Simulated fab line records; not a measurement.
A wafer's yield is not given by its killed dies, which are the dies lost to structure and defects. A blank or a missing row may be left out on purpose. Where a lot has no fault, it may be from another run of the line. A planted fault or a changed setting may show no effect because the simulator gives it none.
A lot that was struck, set against a sound lot | flow sky130 | 44 steps out of a route of 708
Sound: the wafers L538.3, L538.5, L538.6. The struck wafers were L548.4, L548.5, L548.6. Last of all comes the cause.
Each step with rows lists, per side, the tool, then ch with its chambers, then its first start. Under that, the readings that differ: sound wafers | struck wafers | difference of the means | sigmas: that difference in standard deviations of wafers without a fault.
alike: same words and numbers on both sides, and readings whose means sit less than 2 such deviations apart. not compared: any withheld reading, any reading some wafer has no value for, any bound like >300 that may hide the same value, and any number with overlapping values for which the record gives no deviation.
A row with sigmas, a row that says differs or no value, or rows on one side alone: a step with any of these is where the two part. Numbers that have no deviation but don't overlap get no sigmas and don't part them. A reading that every wafer of one side lacks parts them only if that side has two wafers or more.

first, 7 steps without rows for these wafers: SKY_VIA3_ETCH_15 (etches SiO2 in C4F8/O2/Ar, stops on TiN, target depth 507 nm, time 78 s); SKY_VIA3_STRIP_16 (strips in O2/N2); SKY_VIA3_STRIP_17 (strips in post etch residue remover, time 1200 s); SKY_VIA3_CLEAN_18 (cleans in IPA, time 180 s); SKY_VIA3_CLEAN_19 (cleans in O3/DIW); SKY_VIA3_SPUTTER_20 (material TiN, target thk 20 nm, time 80 s); SKY_VIA3_CVD_21 (deposits W, target thk 390 nm, time 117.31 s).
SKY_VIA3_RS_MEAS_22: measurement is done with a four-point probe.
  sound on film metro-04, day 41 00:47; struck on film metro-01, day 44 00:38
  alike: VIA3_W_RS
SKY_VIA3_THK_MEAS_23: measures by xrf.
  sound on film metro-04, day 41 00:53; struck on film metro-01, day 44 00:43
  alike: VIA3_W_THK
SKY_VIA3_CMP_24: polishes, stops on SiO2, t overpolish 20 s, target thk 0 nm.
  sound on cmp-01 ch 0,3, day 41 00:58; struck on cmp-01 ch 0,1,3, day 44 00:54
  alike: motor current A, overpolish run s, time to endpoint s
SKY_METAL4_SPUTTER_00: material Ti, target thk 15 nm, time 10 s.
  sound on pvd sputter-03, day 41 01:13; struck on pvd sputter-03, day 44 01:03
  alike: chamber pressure pa, throttle valve pct
then, 1 step without rows for these wafers: SKY_METAL4_SPUTTER_01 (material TiN, target thk 20 nm, time 16.7 s).
SKY_METAL4_SPUTTER_02: material AlCu, target thk 735 nm, time 39.1 s.
  sound on pvd sputter-03, day 41 01:16; struck on pvd sputter-03, day 44 01:06
  reading                  | sound                | struck               | difference | sigmas
  chamber pressure pa (Pa) | 0.3990 0.4007 0.4005 | 0.3714 0.3721 0.3720 | -0.0282    | -32
  alike: throttle valve pct
  not compared: model.AlCu_of_METAL4_SPUTTER_02.thk nm
then, 2 steps without rows for these wafers: SKY_METAL4_SPUTTER_03 (material Ti, target thk 5 nm, time 3.3 s); SKY_METAL4_SPUTTER_04 (material TiN, target thk 70 nm, time 58.3 s).
SKY_CAP2M_CVD_00: deposits SiO2, target thk 15.5 nm.
  sound on pecvd-04 ch 0,1,2, day 41 01:22; struck on pecvd-04 ch 0,1,2, day 44 01:13
  alike: heater power w
SKY_CAP2M_THK_MEAS_01:
  sound on film metro-03, day 41 01:25; struck on film metro-04, day 44 01:16
  alike: CAP2M_CVD_00_THK
then, 1 step without rows for these wafers: SKY_CAP2M_SPUTTER_02 (material TiN, target thk 200 nm, time 166.7 s).
SKY_CAP2M_RS_MEAS_03: measurement is done with a four-point probe.
  sound on film metro-02, day 41 01:36; struck on film metro-04, day 44 01:28
  alike: CAP2M_TIN_RS
SKY_CAP2M_THK_MEAS_04: measures by xrf.
  sound on film metro-02, day 41 01:42; struck on film metro-04, day 44 01:33
  alike: CAP2M_TIN_THK
then, 7 steps without rows for these wafers: SKY_CAP2M_DEHYDRATE_05 (time 60 s); SKY_CAP2M_HMDS_06 (prime time 60 s); SKY_CAP2M_COAT_07 (resist thk 1140 nm); SKY_CAP2M_SOFTBAKE_08 (time 60 s); SKY_CAP2M_EXPOSE_09 (exposes mask CAP2M, target cd 1000 nm); SKY_CAP2M_PEB_10; SKY_CAP2M_DEVELOP_11 (develop time 60 s).
SKY_CAP2M_OVL_MEAS_12:
  sound on overlay-02, day 42 00:31; struck on overlay-01, day 44 23:46
  alike: CAP2M_OVL
SKY_CAP2M_METAL_ETCH_13: etches TiN in Cl2/BCl3, stops on SiO2, target depth 220 nm, time 62.9 s.
  sound on rie metal-02 ch 0,1, day 42 00:34; struck on rie metal-02 ch 0,1, day 44 23:49
  alike: drypump motor current A, oes product au, throttle valve pct
  not compared: rf hours counter h
SKY_CAP2M_STRIP_14: strips in O2/N2.
  sound on plasma asher-02 ch 0,1, day 42 00:40; struck on plasma asher-01 ch 0,1, day 44 23:53
  alike: drypump motor current A, oes product au, strip time to endpoint s
  not compared: rf hours counter h
then, 11 steps without rows for these wafers: SKY_CAP2M_STRIP_15 (strips in post etch residue remover, time 1200 s); SKY_CAP2M_CLEAN_16 (cleans in IPA, time 180 s); SKY_CAP2M_CLEAN_17 (cleans in O3/DIW); SKY_METAL4_DEHYDRATE_05 (time 60 s); SKY_METAL4_HMDS_06 (prime time 60 s); SKY_METAL4_COAT_07 (resist thk 60 nm); SKY_METAL4_COAT_08 (resist thk 1140 nm); SKY_METAL4_SOFTBAKE_09 (time 90 s); SKY_METAL4_EXPOSE_10 (exposes mask MM4, target cd 300 nm); SKY_METAL4_PEB_11; SKY_METAL4_DEVELOP_12 (develop time 60 s).
SKY_METAL4_CD_MEAS_13 targets a cd of 300 nm.
  sound on cd sem-01, day 43 00:36; struck on cd sem-01, day 45 20:55
  alike: cd nm
SKY_METAL4_METAL_ETCH_18: etches the open film in Cl2/BCl3, stops on SiO2, target depth 845 nm, time 183.1 s.
  sound on rie metal-03 ch 0,1, day 43 00:56; struck on rie metal-01 ch 0,1, day 45 21:14
  alike: drypump motor current A, oes product au, throttle valve pct
  not compared: rf hours counter h, model.etch.depth nm, model.METAL4.feature depth nm
after that, 1 step had no rows for these wafers: SKY_PAD_OPEN_PROBE_99.

== WHERE THEY PART ==
At SKY_METAL4_SPUTTER_02 and nowhere else, as far as this record goes. Later steps at which nothing parts them and some readings are alike: SKY_CAP2M_CVD_00, SKY_CAP2M_THK_MEAS_01, SKY_CAP2M_RS_MEAS_03, SKY_CAP2M_THK_MEAS_04, SKY_CAP2M_OVL_MEAS_12, SKY_CAP2M_METAL_ETCH_13, SKY_CAP2M_STRIP_14, SKY_METAL4_CD_MEAS_13, SKY_METAL4_METAL_ETCH_18.

WHY: what had been put in by the simulator
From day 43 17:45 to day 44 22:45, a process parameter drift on pvd sputter-03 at SKY_METAL4_SPUTTER_02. Setting chamber pressure pa shifted by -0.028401 from 0.4. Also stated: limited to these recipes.
